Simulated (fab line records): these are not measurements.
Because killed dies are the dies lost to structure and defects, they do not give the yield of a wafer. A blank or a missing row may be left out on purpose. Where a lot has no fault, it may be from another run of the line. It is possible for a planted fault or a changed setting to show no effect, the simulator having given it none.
Which tool was responsible? + flow sky130 + 13 lots with 39 wafers sampled at 2 steps, on a route of 708 steps

WHAT THE GAUGES READ, wafer by wafer
SKY_FIELD_ISO_THK_MEAS_23.
| lot  | measured    | on           | FIELD_ISO_OXIDATION_01_THK (nm) |
|------|-------------|--------------|---------------------------------|
| L328 | day 2 09:44 | filmMetro-02 | 9.91 9.97 10.05                 |
| L329 | day 2 13:40 | filmMetro-02 | 9.98 9.79 9.90                  |
| L330 | day 2 16:54 | filmMetro-01 | 9.60 9.65 9.76                  |
| L331 | day 2 22:10 | filmMetro-03 | 9.90 9.61 9.73                  |
| L332 | day 3 05:47 | filmMetro-01 | 9.65 9.74 9.65                  |
| L333 | day 3 09:26 | filmMetro-02 | 10.02 10.18 10.05               |
| L335 | day 3 20:30 | filmMetro-02 | 9.84 9.81 9.97                  |
| L339 | day 4 17:31 | filmMetro-01 | 10.04 9.76 10.10                |
| L340 | day 4 20:44 | filmMetro-02 | 9.63 9.88 9.55                  |
| L341 | day 5 02:28 | filmMetro-01 | 10.03 9.81 9.81                 |
| L343 | day 5 14:05 | filmMetro-03 | 9.80 9.61 9.73                  |
| L350 | day 7 02:48 | filmMetro-03 | 9.87 9.98 10.10                 |
| L351 | day 7 06:53 | filmMetro-03 | 10.23 10.27 10.07               |

SKY_NWELL_OVL_MEAS_10.
| lot  | measured     | on         | NWELL_00_OVL (nm) |
|------|--------------|------------|-------------------|
| L328 | day 4 17:05  | overlay-02 | -0.8 0.0 1.2      |
| L329 | day 4 20:59  | overlay-02 | 0.4 1.0 0.0       |
| L330 | day 4 23:17  | overlay-01 | 2.1 3.4 2.0       |
| L331 | day 5 05:17  | overlay-02 | -0.1 0.4 -0.2     |
| L332 | day 5 14:29  | overlay-02 | 0.4 -0.9 -1.5     |
| L333 | day 5 18:44  | overlay-01 | -1.2 -0.2 0.2     |
| L335 | day 6 06:14  | overlay-01 | 2.0 1.4 0.6       |
| L339 | day 7 05:29  | overlay-02 | 0.3 -1.1 -1.2     |
| L340 | day 7 09:53  | overlay-01 | 2.4 2.8 1.0       |
| L341 | day 7 16:02  | overlay-02 | -3.0 -0.5 -3.7    |
| L343 | day 8 05:35  | overlay-02 | -0.2 0.7 -1.7     |
| L350 | day 10 00:47 | overlay-01 | 0.2 -0.3 -0.6     |
| L351 | day 10 04:51 | overlay-02 | -0.9 0.8 -0.5     |

EACH LOT AND THE TOOL THAT RAN IT (in order: tool; ch and the chambers of the sampled wafers; start)
There is no process step in the record ahead of these readings.

AS READ BY THE TOOLS THEMSELVES (means over the sampled wafers that have a number; for cases with no such wafer, the mark the record gives instead)
The record holds no such reading with a usual standard deviation.

THE ANSWER, worked out from the rows above alone
Rule: what is usual is taken from the lots themselves. Put in order of their means at a reading, lots are off if they are a third of the lots or fewer, leave a main group of 4 or more, and stand apart from it by a gap of 3 or more times the standard deviation of the main group's means; of several such gaps the widest counts. A main group is skipped when, at the precision printed for the reading in the tables above, its means are all equal. A lot without any number at a reading at which 4 lots or more have one is off too. Where the step has rows for the other lots, those lots are counted as sound. The gauges are gone through in route order, then the tools' own readings, and for those a lot's mean is taken as printed above. At the first step where some lot is off, the reading lying furthest off is the one used; lots without a number count as furthest.
No lot is off at any reading shown: from this, nothing can be told.

WHAT THE SIMULATOR HAD INSERTED
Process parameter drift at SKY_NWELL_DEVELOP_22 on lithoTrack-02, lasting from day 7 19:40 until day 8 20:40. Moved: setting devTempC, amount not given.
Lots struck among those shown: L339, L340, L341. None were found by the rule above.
